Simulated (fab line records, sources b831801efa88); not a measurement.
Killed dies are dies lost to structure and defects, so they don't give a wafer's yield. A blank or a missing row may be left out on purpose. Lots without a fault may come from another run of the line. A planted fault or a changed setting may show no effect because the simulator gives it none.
Chamber matching | flow gf180mcu | GF_V2_CMP_26 on cmp-01: 4 sister chambers
The step polishes, stops on SiO2, t overpolish 15 s, target thk 0 nm. 4 wafers are shown with their chamber, then 8 later ones without.

WAFERS WITH THEIR CHAMBER
wafer  | chamber | motor_current_A (A)
L176.5 | 2       | 13.1
L178.2 | 0       | 12.0
L178.3 | 3       | 8.5
L178.4 | 1       | 12.0

WAFERS WITHOUT THEIR CHAMBER
wafer  | motor_current_A (A)
L185.2 | 8.8
L185.4 | 12.7
L185.5 | 8.4
L186.1 | 11.9
L186.4 | 13.1
L186.6 | 8.9
L187.3 | 11.2
L187.6 | 11.9

WHICH CHAMBER EACH WENT THROUGH
wafer  | from the rows above          | in truth
L185.2 | 3                            | 3
L185.4 | can't be placed: 2 or 0 or 1 | 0
L185.5 | 3                            | 3
L186.1 | can't be placed: 0 or 1      | 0
L186.4 | 2                            | 2
L186.6 | 3                            | 3
L187.3 | can't be placed: 0 or 1      | 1
L187.6 | can't be placed: 0 or 1      | 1
Placed correctly: 4 of 8. Can't be placed from these rows: 4 (the true chamber is among the candidates in 4). Placed wrongly: 0.
How it was worked out, from the rows above alone: a wafer's distance from a chamber is the root of the sum, over the readings, of the square of ((its reading less the chamber's mean) divided by the reading's scatter). The wafer belongs to the nearest chamber; if the next one is less than 2 further off, it can't be placed. A chamber's mean is the mean of its shown wafers. The scatter: with one shown wafer a chamber, the root of the mean of the squares of how far each hidden wafer lies from its nearest shown one.
